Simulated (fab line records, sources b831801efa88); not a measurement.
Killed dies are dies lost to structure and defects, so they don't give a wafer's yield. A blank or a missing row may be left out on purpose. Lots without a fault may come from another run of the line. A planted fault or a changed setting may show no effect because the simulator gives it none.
Which tool did it? | flow sky130 | 12 lots, 36 wafers sampled, at 4 steps of a route of 708

WHAT THE GAUGES READ, wafer by wafer
SKY_SD_N_OVL_MEAS_08.
lot  | measured     | on         | SD_N_OVL (nm)
L734 | day 27 17:09 | overlay-02 | 0.6 1.0 1.2
L736 | day 29 03:49 | overlay-01 | 0.4 0.4 1.0
L739 | day 29 18:27 | overlay-01 | 1.4 0.2 0.1
L738 | day 29 23:43 | overlay-01 | 1.0 1.6 0.7
L742 | day 30 22:16 | overlay-02 | -0.1 0.7 0.7
L743 | day 31 03:51 | overlay-01 | 1.9 0.7 1.8
L745 | day 31 19:35 | overlay-01 | 0.9 1.5 0.4
L749 | day 32 23:45 | overlay-01 | 1.5 1.0 3.0
L754 | day 34 12:56 | overlay-02 | 2.0 4.0 2.7
L755 | day 34 15:53 | overlay-01 | 1.3 1.9 0.6
L756 | day 35 01:13 | overlay-01 | 1.3 0.9 1.4
L757 | day 35 10:41 | overlay-01 | 2.9 1.4 1.9

SKY_METAL1_THK_MEAS_06: measures by xrf.
lot  | measured     | on            | METAL1_ALCU_THK (nm)
L734 | day 31 12:04 | film_metro-02 | 252.5 253.2 253.8
L736 | day 32 21:44 | film_metro-02 | 253.6 254.9 252.6
L739 | day 33 11:09 | film_metro-04 | 251.8 251.5 251.8
L738 | day 33 17:42 | film_metro-04 | 254.7 256.5 252.7
L742 | day 34 12:47 | film_metro-04 | 249.2 252.9 249.1
L743 | day 34 14:25 | film_metro-02 | 255.6 254.8 254.3
L745 | day 35 10:25 | film_metro-04 | 258.0 256.8 258.1
L749 | day 36 12:10 | film_metro-02 | 254.4 254.3 256.1
L754 | day 38 02:25 | film_metro-04 | 253.4 252.8 252.4
L755 | day 38 03:58 | film_metro-02 | 254.3 255.7 256.0
L756 | day 38 12:23 | film_metro-02 | 250.9 248.3 251.0
L757 | day 38 22:04 | film_metro-01 | 248.1 251.9 252.8

WHICH TOOL RAN EACH LOT (tool, then ch and the chambers of the sampled wafers, then the start)
lot  | SKY_SONOS_ONO_STRIP_17               | SKY_LDD_LDN_IMPLANT_11
L734 | plasma_asher-01 ch 0,1, day 12 12:42 | implanter-02 ch 0, day 22 17:09
L736 | plasma_asher-03 ch 0,1, day 13 15:58 | implanter-02 ch 0, day 24 03:48
L739 | plasma_asher-01 ch 0,1, day 14 11:06 | implanter-01 ch 0, day 24 20:41
L738 | plasma_asher-01 ch 0,1, day 14 11:40 | implanter-01 ch 0, day 25 01:04
L742 | plasma_asher-02 ch 0,1, day 15 12:02 | implanter-03 ch 0, day 26 02:37
L743 | plasma_asher-01 ch 0,1, day 15 20:20 | implanter-01 ch 0, day 26 07:41
L745 | plasma_asher-03 ch 0,1, day 16 14:10 | implanter-01 ch 0, day 27 01:52
L749 | plasma_asher-02 ch 0,1, day 17 18:02 | implanter-03 ch 0, day 28 06:11
L754 | plasma_asher-03 ch 0,1, day 19 12:03 | implanter-03 ch 0, day 29 19:22
L755 | plasma_asher-03 ch 0,1, day 19 18:10 | implanter-03 ch 0, day 30 01:58
L756 | plasma_asher-01 ch 0,1, day 20 06:40 | implanter-01 ch 0, day 30 12:13
L757 | plasma_asher-01 ch 0,1, day 20 17:05 | implanter-01 ch 0, day 30 22:24
- SKY_SONOS_ONO_STRIP_17: strips in O2/N2.
- SKY_LDD_LDN_IMPLANT_11

WHAT THE TOOLS THEMSELVES READ (means of the sampled wafers that have a number; where no wafer has one, the mark that the record gives instead)
SKY_SONOS_ONO_STRIP_17.
lot  | tool            | drypump_motor_current_A (A) | o2_flow_sccm (sccm) | oes_product_au (a.u.) | strip_time_to_endpoint_s (s)
L734 | plasma_asher-01 | 5.2                         | 3011                | 0.711                 | 14.11
L736 | plasma_asher-03 | 5.6                         | 3001                | 0.714                 | 14.13
L739 | plasma_asher-01 | 5.2                         | 3005                | 0.709                 | 14.12
L738 | plasma_asher-01 | 5.2                         | 3001                | 0.709                 | 14.05
L742 | plasma_asher-02 | 5.8                         | 2999                | 0.706                 | 14.16
L743 | plasma_asher-01 | 5.1                         | 3006                | 0.710                 | 14.18
L745 | plasma_asher-03 | 5.6                         | 3003                | 0.709                 | 14.11
L749 | plasma_asher-02 | 5.8                         | 3002                | 0.709                 | 14.18
L754 | plasma_asher-03 | 5.6                         | 3008                | 0.706                 | 14.11
L755 | plasma_asher-03 | 5.6                         | 2996                | 0.712                 | 14.13
L756 | plasma_asher-01 | 5.1                         | 3002                | 0.709                 | 14.16
L757 | plasma_asher-01 | 5.1                         | 3014                | 0.712                 | 14.10

SKY_LDD_LDN_IMPLANT_11.
lot  | tool         | dose_ions_cm2 | end_station_pressure_torr (Torr) | faraday_current_uA
L734 | implanter-02 | 1.2507e+13    | 5.45e-06                         | 70.4
L736 | implanter-02 | 1.2486e+13    | 5.33e-06                         | 70.4
L739 | implanter-01 | 1.2506e+13    | 4.86e-06                         | 71.2
L738 | implanter-01 | 1.2502e+13    | 5.13e-06                         | 71.8
L742 | implanter-03 | 1.2482e+13    | 5.55e-06                         | 71.5
L743 | implanter-01 | 8.8600e+12    | 5.02e-06                         | 50.7
L745 | implanter-01 | 8.8623e+12    | 4.87e-06                         | 50.3
L749 | implanter-03 | 1.2505e+13    | 5.24e-06                         | 70.3
L754 | implanter-03 | 1.2506e+13    | 5.27e-06                         | 68.9
L755 | implanter-03 | 1.2499e+13    | 4.95e-06                         | 70.9
L756 | implanter-01 | 1.2508e+13    | 5.03e-06                         | 68.7
L757 | implanter-01 | 1.2507e+13    | 5.06e-06                         | 70.6

THE ANSWER, worked out from the rows above alone
Rule: what is usual is taken from the lots themselves. Put in order of their means at a reading, lots are off if they are a third of the lots or fewer, leave a main group of 4 or more, and stand apart from it by a gap of 3 or more times the standard deviation of the main group's means; of several such gaps the widest counts. A main group whose means are all the same, to the digits that the tables above print for the reading, isn't used. A lot without any number at a reading at which 4 lots or more have one is off too. The other lots that the step has rows for count as sound. The gauges are gone through in route order, then the tools' own readings, and for those a lot's mean is taken as printed above. The first step at which some lot is off is used, and at that step the reading that is off furthest; a lot without a number counts as furthest.
Off: L743, L745, at SKY_LDD_LDN_IMPLANT_11 (dose_ions_cm2). The main group: mean 1.2501e+13, standard deviation 8.8e+09.
A tool fits if, at that step or a process step before it, it ran every lot that is off, and no sound lot after the first of them. None of those tried fits.

WHAT THE SIMULATOR HAD PUT IN
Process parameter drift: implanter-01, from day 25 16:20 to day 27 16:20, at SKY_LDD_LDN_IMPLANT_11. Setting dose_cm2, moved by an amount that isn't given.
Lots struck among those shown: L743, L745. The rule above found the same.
